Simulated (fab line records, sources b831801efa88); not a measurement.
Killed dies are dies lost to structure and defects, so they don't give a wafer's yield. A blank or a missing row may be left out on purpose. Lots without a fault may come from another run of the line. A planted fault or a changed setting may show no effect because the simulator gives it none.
fab line records | flow sky130
record lots=13 wafers=39 last_day=50
route steps=708 shown FIELD_ISO@14 PWDE@52 NWELL@67
lots that met no fault: from a run of the same line without faults
start_h: hours from the record's first day to the start of the lot's first wafer shown | wait_h: hours since the lot's step before | " the same as in the row above | L1.1+2: a row that stands for several wafers | - no value, or no start given | * or withheld: withheld | < > ~ a bound
route shown NAME@n: a module of which the file shows steps, and the number in the route of the first | usual: mean/standard deviation of fault-free wafers | same: alike in all rows | chamber/n: place in a boat | sites: the reading at each site | _std_site: their standard deviation | _edge_site: outer sites' mean less inner sites' | radius_mm: how far each site lies from the wafer's centre | mask NAME#n: copy n | behind: the tool/chamber that last shaped the wafer | hold: why the lot was held/for how many hours/how that ended | device: the transistor (n, p or np) that didn't switch | end of line: the same wafers' tests at the end of the route | a step without rows: its recipe alone | killed: dies lost to structure and defects at the first sort, not the wafer's yield | map: a wafer's dies, x killed, . not, _ none there
set.NAME: the setting as run; set.NAME@STEP: as run at that earlier step | model.NAME: the simulator's own value behind a step, which no gauge read
steps of the route over a sample of lots; a table a step, a row a wafer
services: from which hour (start_h, from the record's first day; less than 0 if before it) a tool's chamber was out of use, for how many hours, and why
## steps
# step SKY_FIELD_ISO_CD_MEAS_13
# recipe target_cd_nm=150
# usual cd_nm=149.8/1.5
# columns lot.wafer tool chamber start_h wait_h cd_nm
L494.1 cd_sem-02 - 39.35 - 149.2
L494.4 " - " " 148.3
L494.5 " - " " 147.1
L495.2 cd_sem-01 - 43.80 - 150.9
L495.3 " - " " 151.4
L495.6 " - " " 150.8
L496.1 cd_sem-02 - 50.78 - 148.1
L496.2 " - " " 148.2
L496.6 " - " " 147.7
L497.3 cd_sem-01 - 56.89 - 151.5
L497.4 " - " " 150.6
L497.5 " - " " 150.5
L498.1 cd_sem-02 - 61.13 - 148.8
L498.2 " - " " 148.6
L498.5 " - " " 149.5
L499.2 cd_sem-01 - 68.12 - 147.2
L499.3 " - " " 146.1
L499.6 " - " " 147.1
L500.1 cd_sem-02 - 71.48 - 149.6
L500.3 " - " " 149.0
L500.5 " - " " 148.9
L501.1 cd_sem-02 - 74.05 - 149.0
L501.3 " - " " 148.6
L501.4 " - " " 147.4
L502.4 cd_sem-01 - 80.31 - 150.4
L502.5 " - " " 150.1
L502.6 " - " " 150.1
L512.2 cd_sem-02 - 133.70 - 149.6
L512.5 " - " " 149.4
L512.6 " - " " 149.9
L513.2 cd_sem-01 - 138.90 - 151.2
L513.3 " - " " 152.4
L513.6 " - " " 151.4
L514.3 cd_sem-02 - 142.79 - 148.7
L514.4 " - " " 148.0
L514.5 " - " " 149.0
L515.1 cd_sem-02 - 150.15 - 151.5
L515.3 " - " " 152.0
L515.4 " - " " 150.8
# step SKY_PWDE_OVL_MEAS_07
# usual PWDE_OVL=0.4/1.2
# columns lot.wafer tool chamber start_h wait_h PWDE_OVL[nm]
L494.1 overlay-02 - 79.75 - 0.4
L494.4 " - " " -0.6
L494.5 " - " " -1.4
L495.2 overlay-02 - 85.85 - 0.6
L495.3 " - " " 0.7
L495.6 " - " " 1.5
L496.1 overlay-02 - 91.15 - 2.2
L496.2 " - " " 3.0
L496.6 " - " " 1.3
L497.3 overlay-01 - 97.81 - 1.6
L497.4 " - " " -1.8
L497.5 " - " " 0.1
L498.1 overlay-01 - 104.00 - 0.6
L498.2 " - " " 0.0
L498.5 " - " " -1.4
L499.2 overlay-01 - 110.55 - -1.8
L499.3 " - " " -1.2
L499.6 " - " " 0.6
L500.1 overlay-02 - 114.65 - 0.0
L500.3 " - " " 0.1
L500.5 " - " " 1.5
L501.1 overlay-02 - 117.20 - 1.1
L501.3 " - " " 0.3
L501.4 " - " " 1.3
L502.4 overlay-01 - 124.22 - -1.2
L502.5 " - " " -1.7
L502.6 " - " " 0.3
L512.2 overlay-02 - 179.85 - 3.6
L512.5 " - " " 1.8
L512.6 " - " " 1.8
L513.2 overlay-02 - 187.55 - 3.3
L513.3 " - " " 0.9
L513.6 " - " " 1.8
L514.3 overlay-01 - 192.06 - 1.0
L514.4 " - " " 0.2
L514.5 " - " " 0.8
L515.1 overlay-01 - 199.40 - 0.5
L515.3 " - " " -0.4
L515.4 " - " " 0.0
# step SKY_PWDE_STRIP_09
# recipe chemistry=O2/N2 power_w=1400 pressure_mtorr=1500 platen_temp_c=withheld o2_flow_sccm=3000 n2_flow_sccm=300 overash_fraction=0.5
# usual drypump_motor_current_A=5.7/0.5 n2_flow_sccm=300.2/0.87 oes_product_au=0.722/0.0042 strip_time_to_endpoint_s=36.96/0.12
# columns lot.wafer tool chamber start_h wait_h drypump_motor_current_A n2_flow_sccm oes_product_au rf_hours_counter_h strip_time_to_endpoint_s
L494.1 plasma_asher-04 1 79.94 0.1 6.1 300.9 0.728 36 36.94
L494.4 " 0 " " 4.8 301.1 0.725 - 36.91
L494.5 " 0 " " 4.8 300.3 0.723 - 36.87
L495.2 plasma_asher-01 1 86.03 0.1 5.4 299.7 0.719 41 37.05
L495.3 " 1 " " 5.4 300.5 0.723 - 36.99
L495.6 " 0 " " 5.9 298.2 0.720 - 36.95
L496.1 plasma_asher-03 0 91.33 0.1 6.1 299.9 0.717 28 36.89
L496.2 " 1 " " 6.0 299.3 0.717 28 36.77
L496.6 " 1 " " 6.0 300.5 0.722 - 36.87
L497.3 plasma_asher-04 0 98.02 0.1 4.8 299.7 0.730 - 37.00
L497.4 " 1 " " 6.1 300.0 0.727 - 37.12
L497.5 " 0 " " 4.8 299.5 0.721 - 36.98
L498.1 plasma_asher-03 1 104.18 0.1 6.0 299.6 0.716 29 36.81
L498.2 " 0 " " 6.2 301.7 0.730 29 36.89
L498.5 " 0 " " 6.1 300.4 0.723 - 36.89
L499.2 plasma_asher-03 1 110.73 0.1 5.9 298.2 0.725 30 36.68
L499.3 " 0 " " 6.1 302.2 0.718 - 36.77
L499.6 " 0 " " 6.1 299.9 0.716 - 36.72
L500.1 plasma_asher-04 1 114.83 0.1 6.1 299.8 0.720 40 36.94
L500.3 " 0 " " 4.8 298.3 0.726 - 36.86
L500.5 " 1 " " 6.1 300.2 0.721 - 36.85
L501.1 plasma_asher-04 0 117.38 0.1 4.8 300.4 0.718 40 36.86
L501.3 " 1 " " 6.1 298.9 0.715 - 36.83
L501.4 " 0 " " 4.8 300.4 0.725 - 36.82
L502.4 plasma_asher-04 1 124.42 0.1 6.1 299.5 0.959 - -
L502.5 " 0 " " 4.8 298.8 0.955 - -
L502.6 " 1 " " 6.1 299.8 0.950 - -
L512.2 plasma_asher-04 0 180.03 0.1 4.8 300.7 0.717 47 36.96
L512.5 " 0 " " 4.8 300.2 0.726 - 36.94
L512.6 " 1 " " 6.1 301.1 0.716 - 37.02
L513.2 plasma_asher-03 1 187.73 0.1 5.9 299.8 0.717 38 37.08
L513.3 " 1 " " 6.0 299.1 0.718 - 37.23
L513.6 " 1 " " 5.9 300.6 0.728 - 37.09
L514.3 plasma_asher-01 0 192.27 0.1 5.9 300.6 0.731 - 36.84
L514.4 " 1 " " 5.4 302.1 0.724 - 36.91
L514.5 " 0 " " 5.9 300.5 0.724 - 36.91
L515.1 plasma_asher-03 0 199.58 0.1 6.2 299.8 0.719 39 36.93
L515.3 " 0 " " 6.1 300.7 0.717 - 36.80
L515.4 " 1 " " 6.0 299.1 0.719 - 36.75
# step SKY_NWELL_STRIP_14
# recipe chemistry=O2/N2 power_w=1400 pressure_mtorr=1500 platen_temp_c=withheld o2_flow_sccm=3000 n2_flow_sccm=300 overash_fraction=0.5
# usual drypump_motor_current_A=5.5/0.46 n2_flow_sccm=299.8/0.95 oes_product_au=0.722/0.0045 strip_time_to_endpoint_s=36.94/0.096
# columns lot.wafer tool chamber start_h wait_h drypump_motor_current_A n2_flow_sccm oes_product_au rf_hours_counter_h strip_time_to_endpoint_s
L494.1 plasma_asher-01 1 98.33 0.1 5.4 297.5 0.724 42 37.02
L494.4 " 0 " " 5.9 298.5 0.718 - 37.00
L494.5 " 0 " " 5.9 299.0 0.733 - 37.11
L495.2 plasma_asher-02 1 104.68 0.1 5.1 299.5 0.721 42 37.02
L495.3 " 0 " " 5.2 299.7 0.720 - 36.96
L495.6 " 1 " " 5.1 299.5 0.723 - 36.97
L496.1 plasma_asher-04 0 110.43 0.1 4.8 299.1 0.720 39 36.91
L496.2 " 1 " " 6.1 299.4 0.719 39 36.94
L496.6 " 1 " " 6.1 300.2 0.726 - 36.98
L497.3 plasma_asher-02 0 115.00 0.1 5.2 299.1 0.721 - 36.93
L497.4 " 1 " " 5.1 297.8 0.725 - 36.96
L497.5 " 1 " " 5.1 300.4 0.722 - 36.94
L498.1 plasma_asher-01 1 122.72 0.1 5.4 301.2 0.721 0 37.01
L498.2 " 0 " " 5.9 300.4 0.722 0 36.96
L498.5 " 1 " " 5.4 300.8 0.722 - 36.91
L499.2 plasma_asher-02 0 130.48 0.1 5.2 299.7 0.717 45 36.89
L499.3 " 0 " " 5.2 300.1 0.720 - 36.83
L499.6 " 1 " " 5.1 298.3 0.720 - 36.92
L500.1 plasma_asher-04 1 134.52 0.1 6.1 300.7 0.720 42 36.79
L500.3 " 0 " " 4.8 299.9 0.726 - 36.86
L500.5 " 0 " " 4.8 298.5 0.718 - 36.78
L501.1 plasma_asher-04 0 136.82 0.1 4.8 299.2 0.722 42 36.90
L501.3 " 0 " " 4.8 300.0 0.727 - 36.90
L501.4 " 1 " " 6.1 298.6 0.723 - 36.90
L502.4 plasma_asher-04 0 143.67 0.1 4.8 300.2 0.721 - 48.66
L502.5 " 1 " " 6.1 301.1 0.733 - 48.83
L502.6 " 0 " " 4.8 299.9 0.730 - 48.77
L512.2 plasma_asher-04 1 202.47 0.1 6.1 299.1 0.720 49 36.98
L512.5 " 1 " " 6.1 300.4 0.723 - 36.83
L512.6 " 0 " " 4.8 300.2 0.718 - 36.81
L513.2 plasma_asher-01 0 209.53 0.1 5.9 299.5 0.719 8 36.83
L513.3 " 0 " " 5.9 300.3 0.719 - 36.92
L513.6 " 0 " " 5.9 299.9 0.723 - 36.89
L514.3 plasma_asher-01 1 214.92 0.1 5.4 298.6 0.716 - 37.11
L514.4 " 0 " " 5.9 301.4 0.724 - 37.10
L514.5 " 0 " " 5.9 300.2 0.723 - 36.97
L515.1 plasma_asher-02 0 222.58 0.1 5.2 300.4 0.724 55 36.86
L515.3 " 1 " " 5.1 301.2 0.718 - 36.83
L515.4 " 0 " " 5.2 299.9 0.720 - 36.81
# step SKY_NWELL_TW_MEAS_15
# usual NWELL_TW=1810/22
# columns lot.wafer tool chamber start_h wait_h NWELL_TW
L494.1 film_metro-01 - 98.43 0.1 1832
L494.4 " - " " 1846
L494.5 " - " " 1838
L495.2 film_metro-01 - 104.79 0.1 1844
L495.3 " - " " 1839
L495.6 " - " " 1842
L496.1 film_metro-03 - 110.53 0.1 1784
L496.2 " - " " 1794
L496.6 " - " " 1783
L497.3 film_metro-04 - 115.09 0.1 1793
L497.4 " - " " 1807
L497.5 " - " " 1796
L498.1 film_metro-01 - 122.82 0.1 1830
L498.2 " - " " 1828
L498.5 " - " " 1833
L499.2 film_metro-03 - 130.59 0.1 1783
L499.3 " - " " 1796
L499.6 " - " " 1784
L500.1 film_metro-01 - 134.62 0.1 1837
L500.3 " - " " 1839
L500.5 " - " " 1833
L501.1 film_metro-04 - 136.92 0.1 1792
L501.3 " - " " 1783
L501.4 " - " " 1786
L502.4 film_metro-04 - 143.76 0.1 1281
L502.5 " - " " 1271
L502.6 " - " " 1276
L512.2 film_metro-04 - 202.58 0.1 1790
L512.5 " - " " 1794
L512.6 " - " " 1793
L513.2 film_metro-01 - 209.64 0.1 1838
L513.3 " - " " 1842
L513.6 " - " " 1841
L514.3 film_metro-03 - 215.00 0.1 1774
L514.4 " - " " 1786
L514.5 " - " " 1796
L515.1 film_metro-04 - 222.68 0.1 1790
L515.3 " - " " 1792
L515.4 " - " " 1791
# step SKY_NWELL_STRIP_25
# recipe chemistry=O2/N2 power_w=1400 pressure_mtorr=1500 platen_temp_c=withheld o2_flow_sccm=3000 n2_flow_sccm=300 overash_fraction=0.5
# usual drypump_motor_current_A=5.4/0.44 n2_flow_sccm=300.1/0.8 oes_product_au=0.723/0.0043 strip_time_to_endpoint_s=36.89/0.086
# columns lot.wafer tool chamber start_h wait_h drypump_motor_current_A n2_flow_sccm oes_product_au rf_hours_counter_h strip_time_to_endpoint_s
L494.1 plasma_asher-04 0 115.32 0.1 4.8 301.0 0.722 40 36.90
L494.4 " 1 " " 6.1 299.3 0.728 - 36.87
L494.5 " 1 " " 6.1 301.1 0.724 - 36.78
L495.2 plasma_asher-04 1 122.77 0.1 6.1 299.4 0.724 41 36.78
L495.3 " 0 " " 4.8 300.0 0.721 - 36.71
L495.6 " 1 " " 6.1 300.6 0.723 - 36.74
L496.1 plasma_asher-01 1 129.72 0.1 5.4 298.7 0.723 1 37.02
L496.2 " 0 " " 5.9 299.9 0.721 1 36.95
L496.6 " 1 " " 5.4 299.4 0.718 - 36.83
L497.3 plasma_asher-01 1 134.32 0.1 5.4 300.1 0.725 - 37.01
L497.4 " 0 " " 5.9 300.7 0.720 - 36.98
L497.5 " 0 " " 5.9 301.1 0.720 - 37.00
L498.1 plasma_asher-01 1 141.47 0.1 5.4 301.5 0.717 2 36.98
L498.2 " 0 " " 5.9 300.5 0.722 2 36.91
L498.5 " 0 " " 5.9 299.8 0.723 - 36.95
L499.2 plasma_asher-02 0 150.17 0.1 5.2 298.5 0.721 47 36.73
L499.3 " 0 " " 5.2 299.5 0.709 - 36.86
L499.6 " 1 " " 5.1 300.7 0.725 - 36.82
L500.1 plasma_asher-01 1 153.67 0.1 5.4 299.5 0.723 3 36.94
L500.3 " 1 " " 5.4 299.9 0.723 - 36.88
L500.5 " 1 " " 5.4 300.8 0.723 - 36.86
L501.1 plasma_asher-04 0 156.12 0.1 4.8 298.9 0.718 44 37.02
L501.3 " 1 " " 6.1 301.6 0.722 - 37.10
L501.4 " 0 " " 4.8 299.4 0.725 - 37.03
L502.4 plasma_asher-01 1 163.22 0.1 5.4 299.2 0.716 - 36.87
L502.5 " 0 " " 6.0 299.8 0.722 - 36.99
L502.6 " 1 " " 5.4 300.6 0.724 - 36.90
L512.2 plasma_asher-04 1 224.72 0.1 6.1 300.7 0.719 50 36.88
L512.5 " 0 " " 4.8 299.3 0.727 - 36.84
L512.6 " 1 " " 6.1 300.6 0.722 - 36.78
L513.2 plasma_asher-04 1 232.18 0.1 6.1 300.0 0.719 50 37.03
L513.3 " 1 " " 6.1 299.9 0.723 - 36.89
L513.6 " 0 " " 4.8 300.7 0.720 - 36.88
L514.3 plasma_asher-01 0 237.60 0.1 5.9 301.6 0.716 - 36.85
L514.4 " 1 " " 5.4 299.5 0.725 - 36.90
L514.5 " 1 " " 5.4 300.4 0.717 - 36.93
L515.1 plasma_asher-02 1 245.68 0.1 5.1 299.9 0.726 57 36.98
L515.3 " 1 " " 5.1 299.1 0.725 - 37.01
L515.4 " 0 " " 5.2 299.6 0.723 - 36.93
## services
# columns tool chamber start_h hours kind
plasma_asher-03 - 88.32 3.0 repair
plasma_asher-01 - 108.75 9.0 pm
plasma_asher-01 0 108.75 9.0 vent_cycle
plasma_asher-01 1 108.75 9.0 vent_cycle
plasma_asher-01 0 117.75 - clean
plasma_asher-01 1 117.75 - clean
plasma_asher-03 - 183.27 1.4 repair
plasma_asher-04 - 208.50 11.1 repair
plasma_asher-04 - 239.75 22.9 repair
## key
first_sign step=SKY_PWDE_STRIP_09 reading=oes_product_au direction=up sigmas=55 usual=0.722 struck=0.954
effect step=SKY_NWELL_STRIP_14 reading=strip_time_to_endpoint_s direction=up sigmas=99+ usual=* struck=*
effect step=SKY_NWELL_TW_MEAS_15 reading=NWELL_TW direction=down sigmas=24 usual=1810 struck=1276
met_at SKY_PWDE_STRIP_09
struck_lots L502
sort_left_out L502.4,L502.5,L502.6
tester_left_out L502
not_acting_at SKY_FIELD_ISO_CD_MEAS_13,SKY_PWDE_OVL_MEAS_07,SKY_NWELL_STRIP_25
onset_between 117.38 124.42
fault kind=strip_aborted tool=plasma_asher-04 chamber=- onset_h=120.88 steps=SKY_PWDE_STRIP_09 offset=0.54769 end_h=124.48
# tester_left_out: of these lots the tester's yield and bins aren't shown, on N5 and GAA mostly nor the transistor test; their killed dies are dies lost to structure and defects alone, not to doping, threshold or leakage, so they don't give the yield
# sort_left_out: the simulated sort isn't trusted on such a fault, so these wafers' sort isn't shown, and their yield isn't known
